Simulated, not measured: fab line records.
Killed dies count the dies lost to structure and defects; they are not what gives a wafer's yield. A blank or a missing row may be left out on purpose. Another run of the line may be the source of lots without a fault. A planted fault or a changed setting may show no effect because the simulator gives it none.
Matching of chambers    flow gf180mcu    cmp-01 running GF_V3_CMP_04: 4 sister chambers
The step polishes SiO2. 4 wafers are shown with their chamber, then 12 later ones without.

EACH WAFER AND ITS CHAMBER
wafer   chamber  motorCurrentA (A)
L082.2  2        11.2
L088.2  0        13.0
L088.4  3        14.2
L088.6  1        12.5

WAFERS MISSING THEIR CHAMBER
wafer   motorCurrentA (A)
L089.2  13.4
L089.3  13.0
L089.4  14.6
L090.3  14.3
L090.4  12.9
L090.5  12.8
L091.1  14.1
L091.5  13.2
L091.6  13.7
L095.1  12.2
L095.3  12.6
L095.4  14.7

EACH ONE'S CHAMBER
wafer   from the rows above           in truth
L089.2  can't be placed: 0 or 3 or 1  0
L089.3  can't be placed: 0 or 1       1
L089.4  3                             3
L090.3  3                             3
L090.4  can't be placed: 0 or 1       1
L090.5  can't be placed: 0 or 1       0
L091.1  3                             3
L091.5  can't be placed: 0 or 1       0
L091.6  can't be placed: 3 or 0       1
L095.1  can't be placed: 1 or 0       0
L095.3  can't be placed: 1 or 0       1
L095.4  3                             3
Correctly placed: 4 of 12. Cannot be placed on the basis of these rows: 8; the candidates contain the true chamber in 7. Number placed wrongly: 0.
How it was worked out, from the rows above alone: a wafer's distance from a chamber is the root of the sum, over the readings, of the square of ((its reading less the chamber's mean) divided by the reading's scatter). If the next closest chamber is less than 2 further off than the closest, the wafer can't be placed; otherwise it belongs to the closest. Each chamber's mean is taken over the wafers shown for it. The scatter: root of mean squared gap, hidden wafer to nearest shown wafer, with one shown wafer a chamber.
